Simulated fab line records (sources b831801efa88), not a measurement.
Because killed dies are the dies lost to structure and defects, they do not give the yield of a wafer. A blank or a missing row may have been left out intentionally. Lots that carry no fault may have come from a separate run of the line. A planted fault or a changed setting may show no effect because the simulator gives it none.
Which tool is to blame? / flow sky130 / 13 lots, 39 wafers sampled, at 1 step of a route of 708

== WHAT THE GAUGES READ, wafer by wafer ==
SKY_VIA2_CD_MEAS_12: target cd 200 nm.
lot=L562; measured=day 36 18:28; on=cd_sem-02; cd_nm (nm)=200.0 200.9 199.6
lot=L563; measured=day 36 23:58; on=cd_sem-02; cd_nm (nm)=200.8 200.9 199.5
lot=L565; measured=day 37 21:50; on=cd_sem-02; cd_nm (nm)=197.8 200.1 199.6
lot=L566; measured=day 38 03:07; on=cd_sem-02; cd_nm (nm)=200.0 200.0 200.1
lot=L567; measured=day 38 03:26; on=cd_sem-01; cd_nm (nm)=199.7 199.9 199.5
lot=L569; measured=day 38 21:28; on=cd_sem-02; cd_nm (nm)=199.0 200.2 199.2
lot=L570; measured=day 39 05:31; on=cd_sem-02; cd_nm (nm)=200.5 200.6 198.7
lot=L573; measured=day 39 22:10; on=cd_sem-01; cd_nm (nm)=198.8 200.3 200.4
lot=L576; measured=day 41 12:59; on=cd_sem-01; cd_nm (nm)=202.1 201.4 200.4
lot=L574; measured=day 41 15:10; on=cd_sem-02; cd_nm (nm)=200.9 201.2 200.2
lot=L575; measured=day 41 15:31; on=cd_sem-02; cd_nm (nm)=200.5 200.5 200.5
lot=L579; measured=day 41 19:22; on=cd_sem-02; cd_nm (nm)=199.8 200.2 199.0
lot=L584; measured=day 43 07:49; on=cd_sem-01; cd_nm (nm)=197.9 197.4 198.2

== WHAT TOOL EACH LOT RAN ON (gives the tool, then ch and the chambers of the sampled wafers, and finally the start) ==
There is no process step in the record ahead of these readings.

== AS READ BY THE TOOLS THEMSELVES (means over the sampled wafers that have a number; for cases with no such wafer, the mark the record gives instead) ==
The record holds no such reading with a usual standard deviation.

== THE ANSWER, worked out from the rows above alone ==
Rule: usual is defined by the lots themselves. The widest of any qualifying gaps counts: lots, ordered by their means at a reading, are off when they make up no more than a third of the lots, leave a main group of 4 or more, and stand apart from it by 3 or more times the standard deviation of that group's means. A main group whose means are all the same, to the digits that the tables above print for the reading, isn't used. Also off: a lot with no number at a reading for which 4 or more lots have one. The other lots that the step has rows for count as sound. The gauges are gone through in route order, then the tools' own readings, and for those a lot's mean is taken as printed above. The first step at which some lot is off is used, and at that step the reading that is off furthest; a lot without a number counts as furthest.
No lot is off at any reading shown: from this, nothing can be told.

== WHAT THE SIMULATOR HAD INSERTED ==
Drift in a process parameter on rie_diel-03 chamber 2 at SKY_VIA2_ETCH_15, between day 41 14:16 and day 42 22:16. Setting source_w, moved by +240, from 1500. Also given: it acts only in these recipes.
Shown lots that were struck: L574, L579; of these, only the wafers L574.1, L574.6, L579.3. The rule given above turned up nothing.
